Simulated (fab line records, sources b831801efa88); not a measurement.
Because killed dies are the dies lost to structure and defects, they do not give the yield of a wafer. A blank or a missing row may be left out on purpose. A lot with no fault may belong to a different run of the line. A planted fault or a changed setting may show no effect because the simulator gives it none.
fab line records	flow sky130
record: lots: 12	wafers: 36	last-day: 51
route steps=708 shown FIELD_ISO@14 NWELL@63 PAD_OPEN@708
lots with no fault: from the same line, run without faults
start-h: start of the lot's first displayed wafer, in hours after the record's first day	wait-h: how many hours have passed since the lot's step before this one	" identical to the entry in the row above	L1.1+2: a row that stands for several wafers	- no value present, or no start provided	* or withheld: withheld	< > ~ a bound
route shown NAME@n: names a module that has steps shown in the file, with the first one's number in the route	usual: mean/standard deviation taken from wafers without a fault	same: alike in all rows	chamber/n: place in a boat	sites: readings site by site	_std_site: how widely they spread, as a standard deviation	_edge_site: inner sites' mean taken away from outer sites' mean	radius-mm: for every site, how far away it sits from the centre of the wafer	mask NAME#n: copy n	behind: the last tool/chamber to shape the wafer	hold: why the lot went on hold/how many hours it stayed there/how the hold came to an end	device: the n, p or np transistor that did not switch	end of line: the route-end tests of the same wafers	a step without rows: its recipe alone	killed: at the first sort, the dies lost to defects and structure; wafer yield is something else	map: a wafer's dies, marking killed ones x, the rest . and places with no die _
set.NAME: setting as actually run; set.NAME@STEP: the setting as run at that earlier step	model.NAME: the simulator's own value behind a step, which no gauge read
one table for each step of the route and one row for each wafer, over a sample of lots
services: when a tool's chamber went out of use (start-h, in hours from the record's first day, below 0 if earlier), for how many hours, and the reason
== steps ==
step: SKY_FIELD_ISO_CD_MEAS_13
recipe: target-cd-nm: 150
usual: cd-nm: 150.9/1.3
lot.wafer	tool	chamber	start-h	wait-h	cd-nm
L959.1	cd-sem-02	-	30.58	-	150.7
L959.3	"	-	"	"	152.2
L959.5	"	-	"	"	151.2
L960.1	cd-sem-01	-	32.53	-	152.5
L960.2	"	-	"	"	150.7
L960.4	"	-	"	"	151.6
L962.3	cd-sem-02	-	45.62	-	155.1
L962.5	"	-	"	"	154.6
L962.6	"	-	"	"	155.3
L963.4	cd-sem-01	-	49.59	-	151.0
L963.5	"	-	"	"	148.5
L963.6	"	-	"	"	150.8
L965.1	cd-sem-01	-	62.18	-	151.3
L965.4	"	-	"	"	150.4
L965.6	"	-	"	"	149.6
L968.1	cd-sem-01	-	75.98	-	150.6
L968.4	"	-	"	"	150.7
L968.6	"	-	"	"	150.8
L973.3	cd-sem-02	-	103.02	-	150.0
L973.4	"	-	"	"	151.8
L973.6	"	-	"	"	149.8
L974.1	cd-sem-02	-	108.74	-	151.7
L974.4	"	-	"	"	151.5
L974.5	"	-	"	"	151.5
L975.1	cd-sem-01	-	114.98	-	150.8
L975.5	"	-	"	"	150.5
L975.6	"	-	"	"	151.3
L976.4	cd-sem-02	-	118.60	-	149.0
L976.5	"	-	"	"	151.3
L976.6	"	-	"	"	150.5
L977.3	cd-sem-01	-	120.97	-	149.4
L977.4	"	-	"	"	151.5
L977.5	"	-	"	"	150.8
L978.1	cd-sem-02	-	129.29	-	150.7
L978.2	"	-	"	"	151.0
L978.6	"	-	"	"	151.0
step: SKY_FIELD_ISO_STRIP_16
recipe: chemistry: O2/N2	power-w: 1400	pressure-mtorr: 1500	platen-temp-c: withheld	o2-flow-sccm: 3000	n2-flow-sccm: 300	overash-fraction: 0.5
usual: drypump-motor-current-A: 5.5/0.42	oes-product-au: 0.378/0.0048	strip-time-to-endpoint-s: 3.55/0.037
lot.wafer	tool	chamber	start-h	wait-h	drypump-motor-current-A	oes-product-au	rf-hours-counter-h	strip-time-to-endpoint-s
L959.1	plasma-asher-01	0	30.80	0.0	4.7	0.385	37	3.58
L959.3	"	0	"	"	4.7	0.373	-	3.54
L959.5	"	1	"	"	6.0	0.388	-	3.58
L960.1	plasma-asher-01	1	32.75	0.0	5.9	0.382	37	3.56
L960.2	"	0	"	"	4.7	0.374	37	3.60
L960.4	"	1	"	"	5.9	0.389	-	3.60
L962.3	plasma-asher-02	0	45.83	0.1	5.6	0.375	-	3.51
L962.5	"	0	"	"	5.6	0.377	-	3.53
L962.6	"	1	"	"	5.3	0.374	-	3.51
L963.4	plasma-asher-02	1	49.78	0.1	5.3	0.380	-	3.53
L963.5	"	0	"	"	5.6	0.377	-	3.62
L963.6	"	1	"	"	5.3	0.377	-	3.53
L965.1	plasma-asher-02	0	62.40	0.0	5.6	0.376	35	3.56
L965.4	"	1	"	"	5.3	0.375	-	3.53
L965.6	"	0	"	"	5.6	0.378	-	3.60
L968.1	plasma-asher-02	0	76.20	0.0	5.6	0.376	37	3.55
L968.4	"	0	"	"	5.6	0.380	-	3.65
L968.6	"	0	"	"	5.6	0.387	-	3.58
L973.3	plasma-asher-03	0	103.23	0.1	6.0	0.379	-	3.54
L973.4	"	1	"	"	5.5	0.382	-	3.59
L973.6	"	1	"	"	5.5	0.378	-	3.59
L974.1	plasma-asher-02	1	108.96	0.0	5.3	0.376	40	3.57
L974.4	"	0	"	"	5.6	0.380	-	3.53
L974.5	"	0	"	"	5.6	0.374	-	3.58
L975.1	plasma-asher-02	1	115.20	0.0	5.3	0.370	41	3.57
L975.5	"	1	"	"	5.3	0.377	-	3.57
L975.6	"	0	"	"	5.6	0.379	-	3.58
L976.4	plasma-asher-02	1	118.79	0.1	5.3	0.374	-	3.51
L976.5	"	1	"	"	5.3	0.380	-	3.51
L976.6	"	0	"	"	5.6	0.389	-	3.54
L977.3	plasma-asher-02	0	121.18	0.1	5.6	0.387	-	3.54
L977.4	"	1	"	"	5.3	0.384	-	3.60
L977.5	"	0	"	"	5.6	0.378	-	3.52
L978.1	plasma-asher-01	1	129.51	0.0	6.0	0.372	1	3.53
L978.2	"	0	"	"	4.8	0.376	1	3.59
L978.6	"	1	"	"	5.9	0.373	-	3.55
step: SKY_NWELL_OVL_MEAS_10
usual: NWELL_00_OVL: -0.2/1.5
lot.wafer	tool	chamber	start-h	wait-h	NWELL_00_OVL[nm]
L959.1	overlay-01	-	89.39	-	-2.4
L959.3	"	-	"	"	-0.7
L959.5	"	-	"	"	-0.5
L960.1	overlay-01	-	93.04	-	-0.8
L960.2	"	-	"	"	-0.8
L960.4	"	-	"	"	-0.2
L962.3	overlay-02	-	102.89	-	0.2
L962.5	"	-	"	"	-0.1
L962.6	"	-	"	"	-0.9
L963.4	overlay-02	-	108.11	-	0.4
L963.5	"	-	"	"	-0.6
L963.6	"	-	"	"	-1.1
L965.1	overlay-01	-	119.93	-	2.3
L965.4	"	-	"	"	3.0
L965.6	"	-	"	"	1.7
L968.1	overlay-01	-	139.39	-	-0.3
L968.4	"	-	"	"	-1.8
L968.6	"	-	"	"	-1.9
L973.3	overlay-02	-	173.10	-	1.3
L973.4	"	-	"	"	-0.1
L973.6	"	-	"	"	-2.9
L974.1	overlay-02	-	176.44	-	-2.1
L974.4	"	-	"	"	0.3
L974.5	"	-	"	"	-1.3
L975.1	overlay-02	-	182.39	-	-0.5
L975.5	"	-	"	"	0.4
L975.6	"	-	"	"	-0.3
L976.4	overlay-01	-	186.20	-	-1.5
L976.5	"	-	"	"	-4.4
L976.6	"	-	"	"	-1.9
L977.3	overlay-02	-	189.60	-	0.1
L977.4	"	-	"	"	-0.5
L977.5	"	-	"	"	-0.2
L978.1	overlay-01	-	195.69	-	1.0
L978.2	"	-	"	"	1.3
L978.6	"	-	"	"	2.4
step: SKY_NWELL_IMPLANT_24
recipe: species: B	energy-kev: 140	dose-cm2: 9.2e+12	tilt-deg: withheld
usual: dose-ions-cm2: 9.2e+12/8.5e+09	faraday-current-uA: 51.9/1.1
lot.wafer	tool	chamber	start-h	wait-h	dose-ions-cm2	faraday-current-uA
L959.1	implanter-01	0	106.62	0.0	9.193e+12	51.2
L959.3	"	0	"	"	9.203e+12	51.1
L959.5	"	0	"	"	9.204e+12	51.8
L960.1	implanter-01	0	111.17	0.4	9.197e+12	52.6
L960.2	"	0	"	"	9.204e+12	52.7
L960.4	"	0	"	"	9.197e+12	51.1
L962.3	implanter-02	0	120.12	0.1	9.2e+12	50.9
L962.5	"	0	"	"	9.195e+12	52.1
L962.6	"	0	"	"	9.193e+12	52.4
L963.4	implanter-04	0	131.35	0.1	9.184e+12	51.8
L963.5	"	0	"	"	9.199e+12	51.2
L963.6	"	0	"	"	9.218e+12	51.5
L965.1	implanter-01	0	139.32	0.0	9.195e+12	52.3
L965.4	"	0	"	"	9.218e+12	53.0
L965.6	"	0	"	"	9.213e+12	53.1
L968.1	implanter-02	0	159.92	0.0	9.199e+12	52.3
L968.4	"	0	"	"	9.182e+12	49.9
L968.6	"	0	"	"	9.201e+12	53.2
L973.3	implanter-01	0	194.77	0.1	9.198e+12	52.4
L973.4	"	0	"	"	9.192e+12	52.1
L973.6	"	0	"	"	9.207e+12	50.8
L974.1	implanter-01	0	197.87	0.0	7.834e+12	43.9
L974.4	"	0	"	"	7.849e+12	44.8
L974.5	"	0	"	"	7.843e+12	44.4
L975.1	implanter-01	0	203.02	0.0	7.856e+12	45.5
L975.5	"	0	"	"	7.861e+12	44.6
L975.6	"	0	"	"	7.857e+12	44.8
L976.4	implanter-02	0	207.85	0.1	9.202e+12	50.8
L976.5	"	0	"	"	9.21e+12	53.4
L976.6	"	0	"	"	9.21e+12	51.6
L977.3	implanter-02	0	210.92	0.1	9.214e+12	51.2
L977.4	"	0	"	"	9.21e+12	51.6
L977.5	"	0	"	"	9.212e+12	52.0
L978.1	implanter-04	0	217.52	0.0	9.202e+12	51.9
L978.2	"	0	"	"	9.183e+12	51.7
L978.6	"	0	"	"	9.204e+12	51.1
step: SKY_NWELL_TW_MEAS_26
usual: NWELL_2_TW: 496/5.6
lot.wafer	tool	chamber	start-h	wait-h	hold	NWELL_2_TW
L959.1	film-metro-03	-	106.87	0.1	-	488
L959.3	"	-	"	"	-	488
L959.5	"	-	"	"	-	487
L960.1	film-metro-04	-	111.42	0.1	-	498
L960.2	"	-	"	"	-	500
L960.4	"	-	"	"	-	499
L962.3	film-metro-03	-	120.34	0.1	-	487
L962.5	"	-	"	"	-	484
L962.6	"	-	"	"	-	487
L963.4	film-metro-01	-	131.55	0.1	-	503
L963.5	"	-	"	"	-	501
L963.6	"	-	"	"	-	501
L965.1	film-metro-01	-	139.57	0.1	-	500
L965.4	"	-	"	"	-	499
L965.6	"	-	"	"	-	503
L968.1	film-metro-01	-	160.17	0.1	-	495
L968.4	"	-	"	"	-	496
L968.6	"	-	"	"	-	496
L973.3	film-metro-01	-	194.99	0.1	-	499
L973.4	"	-	"	"	-	501
L973.6	"	-	"	"	-	503
L974.1	film-metro-03	-	198.12	0.1	await-dispo/0.2h/release	466
L974.4	"	-	"	"	await-dispo/0.2h/release	463
L974.5	"	-	"	"	await-dispo/0.2h/release	465
L974.1	film-metro-03	-	198.35	0.2	-	467
L974.4	"	-	"	"	-	465
L974.5	"	-	"	"	-	466
L975.1	film-metro-04	-	203.27	0.1	-	477
L975.5	"	-	"	"	-	477
L975.6	"	-	"	"	-	476
L976.4	film-metro-03	-	208.05	0.1	-	488
L976.5	"	-	"	"	-	490
L976.6	"	-	"	"	-	487
L977.3	film-metro-01	-	211.14	0.1	-	501
L977.4	"	-	"	"	-	497
L977.5	"	-	"	"	-	502
L978.1	film-metro-01	-	217.77	0.1	-	497
L978.2	"	-	"	"	-	498
L978.6	"	-	"	"	-	499
step: SKY_PAD_OPEN_PROBE_99
usual: killed_at_M0_to_M3: 42/7.3	killed_at_M4_up: 3.4/2	killed-at-contacts: 24/5.6	killed-at-front-end: 16/4.5	killed-at-other: 0.2/0.51	killed-dies: 86/9.8	killed-on-rim: 17/3.8	killed-open: 46/7	killed-short: 40/6.7
same: gross-dies: 492	killed-at-back-side: 0
lot.wafer	tool	chamber	start-h	wait-h	killed_at_M0_to_M3	killed_at_M4_up	killed-at-contacts	killed-at-front-end	killed-at-other	killed-dies	killed-on-rim	killed-open	killed-short
L960.1	prober-01	-	1099.95	0.1	49	1	21	11	0	82	15	44	38
L960.2	prober-01	-	1100.00	0.1	51	0	15	12	0	78	16	38	40
L960.4	prober-01	-	1100.10	0.2	49	3	15	13	1	81	13	42	39
L963.4	prober-01	-	1103.10	0.2	43	5	25	13	0	86	17	47	39
L963.5	prober-01	-	1103.15	0.2	34	5	34	11	0	84	16	42	42
L963.6	prober-01	-	1103.20	0.2	48	3	22	17	0	90	18	58	32
L959.1	prober-02	-	1103.25	0.3	45	2	26	12	0	85	19	43	42
L959.3	prober-02	-	1103.35	0.3	42	4	21	20	0	87	18	42	45
L959.5	prober-02	-	1103.45	0.4	38	2	24	10	0	74	11	41	33
L962.3	prober-01	-	1103.35	0.3	46	2	23	14	0	85	12	50	35
L962.5	prober-01	-	1103.45	0.4	37	3	21	14	0	75	11	48	27
L962.6	prober-01	-	1103.50	0.4	39	7	22	13	0	81	16	44	36
L965.1	prober-02	-	1105.37	0.1	34	5	34	16	0	89	17	58	30
L965.4	prober-02	-	1105.52	0.2	62	2	20	14	1	99	17	51	48
L965.6	prober-02	-	1105.62	0.2	45	3	24	15	0	87	22	50	37
L968.1	prober-02	-	1125.24	0.1	38	2	22	12	0	74	14	44	30
L968.4	prober-02	-	1125.39	0.2	40	3	28	20	3	94	20	46	45
L968.6	prober-02	-	1125.49	0.2	39	2	38	16	2	97	23	60	35
L974.1	prober-01	-	1210.86	0.1	42	2	38	26	1	109	21	56	53
L974.4	prober-01	-	1211.01	0.2	49	6	16	14	0	85	18	40	45
L974.5	prober-01	-	1211.06	0.2	44	5	29	14	0	92	17	42	50
L973.3	prober-01	-	1211.61	0.2	54	4	30	16	0	104	23	56	46
L973.4	prober-01	-	1211.66	0.2	53	3	22	9	0	87	16	41	45
L973.6	prober-01	-	1211.76	0.2	43	4	18	26	0	91	17	51	39
L978.1	prober-02	-	1212.36	0.1	57	4	17	20	0	98	24	56	42
L978.2	prober-02	-	1212.41	0.1	56	2	28	14	0	100	17	43	57
L978.6	prober-02	-	1212.61	0.2	40	5	20	20	0	85	14	42	43
L976.4	prober-01	-	1214.01	0.2	36	4	27	10	0	77	15	33	44
L976.5	prober-01	-	1214.06	0.2	43	7	22	15	0	87	17	43	44
L976.6	prober-01	-	1214.11	0.2	42	7	20	14	0	83	16	40	43
L975.1	prober-02	-	1214.51	0.1	28	1	31	12	0	72	9	40	32
L975.5	prober-02	-	1214.71	0.2	43	3	23	12	0	81	19	42	39
L975.6	prober-02	-	1214.76	0.2	43	3	25	17	0	88	21	51	37
L977.3	prober-02	-	1222.03	0.2	35	3	33	19	0	90	23	47	43
L977.4	prober-02	-	1222.08	0.2	29	3	19	17	0	68	10	21	47
L977.5	prober-02	-	1222.13	0.2	41	3	19	9	0	72	17	40	32
killed by level:class
L960.1 VIA1:geometric-particle:open=13 METAL1:geometric-particle:short=8 VIA3:geometric-particle:open=8 CONTACT:geometric-particle:open=6 LI_CONTACT:geometric-particle:open=5 FIELD_ISO:geometric-particle:short=4 LOCAL_INTERCONNECT:geometric-particle:short=4 METAL2:geometric-particle:short=4
L960.2 VIA1:geometric-particle:open=14 VIA3:geometric-particle:open=13 VIA3:geometric-particle:short=6 SPACER:geometric-particle:short=5 METAL1:geometric-particle:short=5 METAL2:geometric-particle:short=5 VIA1:geometric-particle:short=4 LOCAL_INTERCONNECT:geometric-particle:short=4
L960.4 VIA1:geometric-particle:open=13 VIA3:geometric-particle:open=8 LI_CONTACT:geometric-particle:open=6 VIA3:geometric-particle:short=6 METAL2:geometric-particle:short=6 CONTACT:geometric-particle:short=4 METAL1:geometric-particle:short=4 VIA2:geometric-particle:open=4
L963.4 VIA1:geometric-particle:open=10 CONTACT:geometric-particle:open=9 METAL1:geometric-particle:short=8 VIA3:geometric-particle:open=8 LI_CONTACT:geometric-particle:open=7 METAL4:geometric-particle:short=5 VIA1:geometric-particle:short=5 CONTACT:geometric-particle:short=5
L963.5 CONTACT:geometric-particle:open=11 LI_CONTACT:geometric-particle:open=9 VIA1:geometric-particle:open=7 METAL2:geometric-particle:short=7 FIELD_ISO:geometric-particle:short=5 LOCAL_INTERCONNECT:geometric-particle:short=5 CONTACT:geometric-particle:short=5 METAL1:geometric-particle:short=5
L963.6 VIA1:geometric-particle:open=10 VIA3:geometric-particle:open=10 VIA2:geometric-particle:open=10 LI_CONTACT:geometric-particle:open=9 METAL1:geometric-particle:short=6 FIELD_ISO:geometric-particle:short=5 FIELD_ISO:geometric-particle:open=5 CONTACT:geometric-particle:short=5
L959.1 VIA1:geometric-particle:open=13 CONTACT:geometric-particle:open=11 CONTACT:geometric-particle:short=6 VIA1:geometric-particle:short=6 POLY_GATE:geometric-particle:short=5 METAL2:geometric-particle:short=5 LI_CONTACT:geometric-particle:open=4 LOCAL_INTERCONNECT:geometric-particle:short=4
L959.3 VIA1:geometric-particle:open=10 CONTACT:geometric-particle:open=9 VIA3:geometric-particle:open=7 CONTACT:geometric-particle:short=6 METAL1:geometric-particle:short=6 METAL2:geometric-particle:short=6 FIELD_ISO:geometric-particle:short=5 POLY_GATE:geometric-particle:open=4
L962.3 VIA1:geometric-particle:open=13 LI_CONTACT:geometric-particle:open=7 CONTACT:geometric-particle:open=7 VIA3:geometric-particle:open=6 VIA1:geometric-particle:short=4 METAL2:geometric-particle:short=4 VIA2:geometric-particle:open=4 VIA3:geometric-particle:short=4
L959.5 CONTACT:geometric-particle:open=17 METAL2:geometric-particle:short=9 VIA1:geometric-particle:open=9 VIA1:geometric-particle:short=6 POLY_GATE:geometric-particle:short=4 LI_CONTACT:geometric-particle:open=4 VIA3:geometric-particle:short=3 METAL1:geometric-particle:short=3
L962.5 VIA1:geometric-particle:open=11 LI_CONTACT:geometric-particle:open=10 CONTACT:geometric-particle:open=9 VIA3:geometric-particle:open=8 POLY_GATE:geometric-particle:short=6 FIELD_ISO:geometric-particle:open=4 METAL3:geometric-particle:short=4 METAL1:geometric-particle:short=3
L962.6 VIA1:geometric-particle:open=10 CONTACT:geometric-particle:open=7 FIELD_ISO:geometric-particle:short=6 METAL2:geometric-particle:short=6 VIA2:geometric-particle:open=5 VIA3:geometric-particle:open=5 FIELD_ISO:geometric-particle:open=4 LI_CONTACT:geometric-particle:open=4
L965.1 CONTACT:geometric-particle:open=17 VIA1:geometric-particle:open=11 LI_CONTACT:geometric-particle:open=8 VIA3:geometric-particle:open=6 FIELD_ISO:geometric-particle:open=5 METAL1:geometric-particle:short=5 LOCAL_INTERCONNECT:geometric-particle:short=4 METAL4:geometric-particle:short=4
L965.4 VIA3:geometric-particle:open=13 VIA1:geometric-particle:short=9 VIA1:geometric-particle:open=8 CONTACT:geometric-particle:open=8 METAL1:geometric-particle:short=8 METAL2:geometric-particle:short=7 VIA3:geometric-particle:short=7 VIA2:geometric-particle:open=6
L965.6 VIA1:geometric-particle:open=15 METAL1:geometric-particle:short=10 CONTACT:geometric-particle:open=9 POLY_GATE:geometric-particle:open=6 LI_CONTACT:geometric-particle:open=6 VIA2:geometric-particle:open=6 LI_CONTACT:geometric-particle:short=4 VIA3:geometric-particle:open=4
L968.1 VIA1:geometric-particle:open=9 CONTACT:geometric-particle:open=9 VIA3:geometric-particle:open=7 FIELD_ISO:geometric-particle:open=4 LOCAL_INTERCONNECT:geometric-particle:short=4 CONTACT:geometric-particle:short=4 METAL2:geometric-particle:short=4 SPACER:geometric-particle:open=3
L968.4 CONTACT:geometric-particle:open=13 VIA2:geometric-particle:open=8 VIA1:geometric-particle:short=6 METAL2:geometric-particle:short=6 VIA3:geometric-particle:open=5 FIELD_ISO:geometric-particle:open=4 POLY_GATE:geometric-particle:open=4 LOCAL_INTERCONNECT:geometric-particle:short=4
L968.6 CONTACT:geometric-particle:open=18 VIA1:geometric-particle:open=11 CONTACT:geometric-particle:short=7 VIA2:geometric-particle:open=6 LI_CONTACT:geometric-particle:open=5 METAL1:geometric-particle:short=5 FIELD_ISO:geometric-particle:open=4 POLY_GATE:geometric-particle:open=4
L974.1 CONTACT:geometric-particle:open=17 CONTACT:geometric-particle:short=11 VIA2:geometric-particle:open=10 POLY_GATE:geometric-particle:short=7 METAL2:geometric-particle:short=7 FIELD_ISO:geometric-particle:short=6 POLY_GATE:geometric-particle:open=6 LI_CONTACT:geometric-particle:open=6
L974.4 VIA1:geometric-particle:open=13 VIA2:geometric-particle:open=8 CONTACT:geometric-particle:open=7 METAL4:geometric-particle:short=6 CONTACT:geometric-particle:short=6 METAL2:geometric-particle:short=6 VIA3:geometric-particle:open=6 FIELD_ISO:geometric-particle:short=5
L974.5 VIA1:geometric-particle:open=9 CONTACT:geometric-particle:short=8 VIA2:geometric-particle:open=8 LI_CONTACT:geometric-particle:open=7 CONTACT:geometric-particle:open=7 FIELD_ISO:geometric-particle:short=6 METAL2:geometric-particle:short=6 LOCAL_INTERCONNECT:geometric-particle:short=5
L973.3 METAL1:geometric-particle:short=12 CONTACT:geometric-particle:open=11 VIA1:geometric-particle:open=9 LI_CONTACT:geometric-particle:open=8 VIA3:geometric-particle:open=8 VIA3:geometric-particle:short=7 VIA1:geometric-particle:short=5 POLY_GATE:geometric-particle:open=4
L973.4 METAL2:geometric-particle:short=11 VIA1:geometric-particle:short=10 VIA2:geometric-particle:open=9 VIA1:geometric-particle:open=8 CONTACT:geometric-particle:short=7 VIA3:geometric-particle:open=7 LI_CONTACT:geometric-particle:open=6 CONTACT:geometric-particle:open=4
L973.6 METAL2:geometric-particle:short=11 VIA1:geometric-particle:open=10 FIELD_ISO:geometric-particle:open=9 CONTACT:geometric-particle:open=9 POLY_GATE:geometric-particle:short=4 POLY_GATE:geometric-particle:open=4 VIA1:geometric-particle:short=4 VIA3:geometric-particle:open=4
L978.1 VIA1:geometric-particle:open=13 VIA2:geometric-particle:open=10 VIA3:geometric-particle:open=10 METAL1:geometric-particle:short=9 POLY_GATE:geometric-particle:open=7 FIELD_ISO:geometric-particle:short=5 LI_CONTACT:geometric-particle:open=4 LOCAL_INTERCONNECT:geometric-particle:short=4
L978.2 METAL2:geometric-particle:short=16 LI_CONTACT:geometric-particle:open=11 METAL1:geometric-particle:short=9 VIA1:geometric-particle:open=8 LI_CONTACT:geometric-particle:short=6 VIA2:geometric-particle:short=6 POLY_GATE:geometric-particle:short=5 CONTACT:geometric-particle:short=5
L978.6 METAL2:geometric-particle:short=9 VIA2:geometric-particle:short=7 POLY_GATE:geometric-particle:short=6 LI_CONTACT:geometric-particle:open=6 VIA1:geometric-particle:open=6 CONTACT:geometric-particle:open=5 VIA3:geometric-particle:open=5 POLY_GATE:geometric-particle:open=4
L976.4 LOCAL_INTERCONNECT:geometric-particle:short=8 CONTACT:geometric-particle:open=7 CONTACT:geometric-particle:short=7 VIA1:geometric-particle:open=7 METAL1:geometric-particle:short=6 VIA3:geometric-particle:open=5 VIA2:geometric-particle:open=4 FIELD_ISO:geometric-particle:short=3
L976.5 CONTACT:geometric-particle:open=9 VIA1:geometric-particle:open=7 VIA3:geometric-particle:open=7 VIA1:geometric-particle:short=6 LI_CONTACT:geometric-particle:open=6 METAL2:geometric-particle:short=6 METAL4:geometric-particle:short=5 POLY_GATE:geometric-particle:short=4
L976.6 VIA2:geometric-particle:open=9 POLY_GATE:geometric-particle:short=7 VIA3:geometric-particle:open=7 LI_CONTACT:geometric-particle:open=6 METAL4:geometric-particle:short=6 METAL2:geometric-particle:short=6 CONTACT:geometric-particle:short=5 CONTACT:geometric-particle:open=4
L975.1 LI_CONTACT:geometric-particle:open=11 CONTACT:geometric-particle:open=8 VIA1:geometric-particle:open=8 LOCAL_INTERCONNECT:geometric-particle:short=4 CONTACT:geometric-particle:short=4 METAL1:geometric-particle:short=4 FIELD_ISO:geometric-particle:open=3 LI_CONTACT:geometric-particle:short=3
L975.5 VIA3:geometric-particle:open=9 CONTACT:geometric-particle:open=9 VIA1:geometric-particle:open=9 VIA3:geometric-particle:short=5 METAL2:geometric-particle:short=5 VIA2:geometric-particle:open=5 LI_CONTACT:geometric-particle:short=4 LOCAL_INTERCONNECT:geometric-particle:short=4
L975.6 VIA1:geometric-particle:open=12 METAL2:geometric-particle:short=9 LI_CONTACT:geometric-particle:open=8 LOCAL_INTERCONNECT:geometric-particle:short=6 CONTACT:geometric-particle:open=6 VIA2:geometric-particle:open=5 VIA3:geometric-particle:short=5 VIA3:geometric-particle:open=5
L977.3 LI_CONTACT:geometric-particle:open=11 METAL2:geometric-particle:short=6 POLY_GATE:geometric-particle:short=6 VIA3:geometric-particle:open=6 LOCAL_INTERCONNECT:geometric-particle:short=6 VIA1:geometric-particle:open=6 CONTACT:geometric-particle:short=5 CONTACT:geometric-particle:open=5
L977.4 LOCAL_INTERCONNECT:geometric-particle:short=6 METAL2:geometric-particle:short=6 FIELD_ISO:geometric-particle:short=5 CONTACT:geometric-particle:short=5 POLY_GATE:geometric-particle:short=4 LI_CONTACT:geometric-particle:open=4 METAL3:geometric-particle:short=4 METAL1:geometric-particle:short=3
L977.5 METAL2:geometric-particle:short=8 VIA1:geometric-particle:open=7 LI_CONTACT:geometric-particle:open=7 VIA1:geometric-particle:short=7 FIELD_ISO:geometric-particle:open=6 VIA2:geometric-particle:open=5 CONTACT:geometric-particle:open=4 CONTACT:geometric-particle:short=4
== services ==
tool	chamber	start-h	hours	kind
implanter-01	-	39.73	0.5	repair
implanter-04	-	41.02	2.6	pm
plasma-asher-03	-	60.10	0.7	repair
plasma-asher-01	-	62.74	7.6	repair
plasma-asher-01	-	108.75	9.0	pm
plasma-asher-01	0	108.75	9.0	vent-cycle
plasma-asher-01	1	108.75	9.0	vent-cycle
implanter-04	-	111.22	1.6	repair
plasma-asher-01	0	117.75	-	clean
plasma-asher-01	1	117.75	-	clean
implanter-01	-	150.38	5.6	pm
implanter-04	-	187.24	8.6	repair
plasma-asher-02	-	188.66	0.8	repair
implanter-04	-	197.06	4.2	pm
== key ==
first-sign: step: SKY_NWELL_IMPLANT_24	reading: dose-ions-cm2	direction: down	sigmas: 99+	usual: *	struck: *
effect: step: SKY_NWELL_IMPLANT_24	reading: faraday-current-uA	direction: down	sigmas: 6.7	usual: 51.9	struck: 44.7
effect: step: SKY_NWELL_TW_MEAS_26	reading: visit	direction: added
met-at SKY_NWELL_IMPLANT_24
struck-lots L974,L975
tester-left-out L974,L975
not-acting-at SKY_FIELD_ISO_CD_MEAS_13,SKY_FIELD_ISO_STRIP_16,SKY_NWELL_OVL_MEAS_10
onset-between 194.77 197.87
fault: kind: process-parameter-drift	tool: implanter-01	chamber: -	onset-h: 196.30	steps: SKY_NWELL_IMPLANT_24	channel: dose-cm2	offset: *	shape: step	end-h: 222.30	acts-in: *	stated: *
tester-left-out: of these lots the tester's yield and bins aren't shown, on N5 and GAA mostly nor the transistor test; their killed dies are dies lost to structure and defects alone, not to doping, threshold or leakage, so they don't give the yield
